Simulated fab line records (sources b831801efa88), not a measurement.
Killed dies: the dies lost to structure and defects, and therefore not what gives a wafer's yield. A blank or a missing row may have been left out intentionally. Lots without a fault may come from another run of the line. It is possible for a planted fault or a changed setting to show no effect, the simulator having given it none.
Check for tools in common + flow gf180mcu + Lots sampled 13, wafers sampled 39

== WHY THIS WAS OPENED ==
1 of 13 lots carry a flag on the reading LVPWELL_TW at GF_LVPWELL_TW_MEAS_11. No-fault wafers: 560.0, standard deviation 2.4.
Rule: a lot is flagged when every wafer of it that has a number lies more than 4 standard deviations from that mean, or none has a number. As for the other lots, they are considered sound.

| lot  | measured    | on            | LVPWELL_TW, wafer by wafer | flag    |
|------|-------------|---------------|----------------------------|---------|
| L690 | day 3 18:59 | film_metro-01 | 555.6 555.4 557.9          |         |
| L691 | day 4 03:07 | film_metro-01 | 558.4 559.3 560.9          |         |
| L692 | day 4 07:16 | film_metro-02 | 558.5 555.2 556.6          |         |
| L694 | day 4 18:23 | film_metro-04 | 559.4 566.9 562.4          |         |
| L695 | day 5 00:25 | film_metro-04 | 558.9 559.0 563.1          |         |
| L697 | day 5 12:25 | film_metro-01 | 558.9 556.5 558.2          |         |
| L698 | day 5 17:04 | film_metro-01 | 557.4 561.5 556.3          |         |
| L699 | day 5 23:50 | film_metro-04 | 563.0 557.8 560.4          |         |
| L701 | day 6 10:43 | film_metro-04 | 560.8 562.2 564.4          |         |
| L702 | day 6 14:54 | film_metro-04 | 561.3 560.8 558.7          |         |
| L703 | day 7 00:34 | film_metro-04 | 558.2 558.6 557.2          |         |
| L704 | day 7 08:25 | film_metro-04 | 559.9 560.0 560.8          |         |
| L705 | day 7 09:20 | film_metro-04 | 30.0 29.9 30.1             | FLAGGED |
On average the flagged lots read 30.0, which is -530.0 against the usual, or -99 or more standard deviations.

== EACH LOT AND THE TOOL IT RAN ON ==
The record holds 1 process step before the reading, out of a route of 602 steps. Every cell lists first the tool, next ch and the chambers used by the sampled wafers, and last the start.
| lot  | flag    | GF_LVPWELL_EXPOSE_04               |
|------|---------|------------------------------------|
| L690 |         | iline_stepper-01 ch 0, day 3 12:28 |
| L691 |         | iline_stepper-01 ch 0, day 3 20:26 |
| L692 |         | iline_stepper-01 ch 0, day 4 00:40 |
| L694 |         | iline_stepper-01 ch 0, day 4 10:58 |
| L695 |         | iline_stepper-01 ch 0, day 4 17:09 |
| L697 |         | iline_stepper-01 ch 0, day 5 04:52 |
| L698 |         | iline_stepper-01 ch 0, day 5 10:07 |
| L699 |         | iline_stepper-02 ch 0, day 5 16:19 |
| L701 |         | iline_stepper-02 ch 0, day 6 02:56 |
| L702 |         | iline_stepper-02 ch 0, day 6 07:14 |
| L703 |         | iline_stepper-01 ch 0, day 6 16:38 |
| L704 |         | iline_stepper-02 ch 0, day 7 01:26 |
| L705 | FLAGGED | iline_stepper-02 ch 0, day 7 02:37 |
What the steps here do:
- GF_LVPWELL_EXPOSE_04: exposes mask LVPWELL, target cd 600 nm.
- GF_LVPWELL_TW_MEAS_11

== FLAGGED AGAINST TOTAL, ONE TOOL AT A TIME (gauges that did the reading follow at the end) ==
| step                  | tool             | lots run | flagged | share of the flagged lots | sound lots run after its first flagged lot |
|-----------------------|------------------|----------|---------|---------------------------|--------------------------------------------|
| GF_LVPWELL_EXPOSE_04  | iline_stepper-01 | 8        | 0       | none                      | -                                          |
| GF_LVPWELL_EXPOSE_04  | iline_stepper-02 | 5        | 1       | all                       | 0                                          |
| GF_LVPWELL_TW_MEAS_11 | film_metro-01    | 4        | 0       | none                      | -                                          |
| GF_LVPWELL_TW_MEAS_11 | film_metro-02    | 1        | 0       | none                      | -                                          |
| GF_LVPWELL_TW_MEAS_11 | film_metro-04    | 8        | 1       | all                       | 0                                          |

== WHAT THE TABLE ALLOWS ==
Table rows that saw every flagged lot: 2, namely iline_stepper-02 at GF_LVPWELL_EXPOSE_04 and film_metro-04 at GF_LVPWELL_TW_MEAS_11.
- iline_stepper-02 at GF_LVPWELL_EXPOSE_04 ran 5 lots, 1 of them flagged. Its last sound lot is L704 (day 7 01:26), its first flagged lot L705 (day 7 02:37): a fault that began between those two fits.
- film_metro-04 at GF_LVPWELL_TW_MEAS_11 ran 8 lots, 1 of them flagged. Its last sound lot is L704 (day 7 08:25), its first flagged lot L705 (day 7 09:20): a fault that began between those two fits.
Counting lots can't tell these 2 tools apart, because each fits a fault that began at some hour. More lots, or a look at what each step does to the wafer, might.

== WHAT THE SIMULATOR HAD PUT IN ==
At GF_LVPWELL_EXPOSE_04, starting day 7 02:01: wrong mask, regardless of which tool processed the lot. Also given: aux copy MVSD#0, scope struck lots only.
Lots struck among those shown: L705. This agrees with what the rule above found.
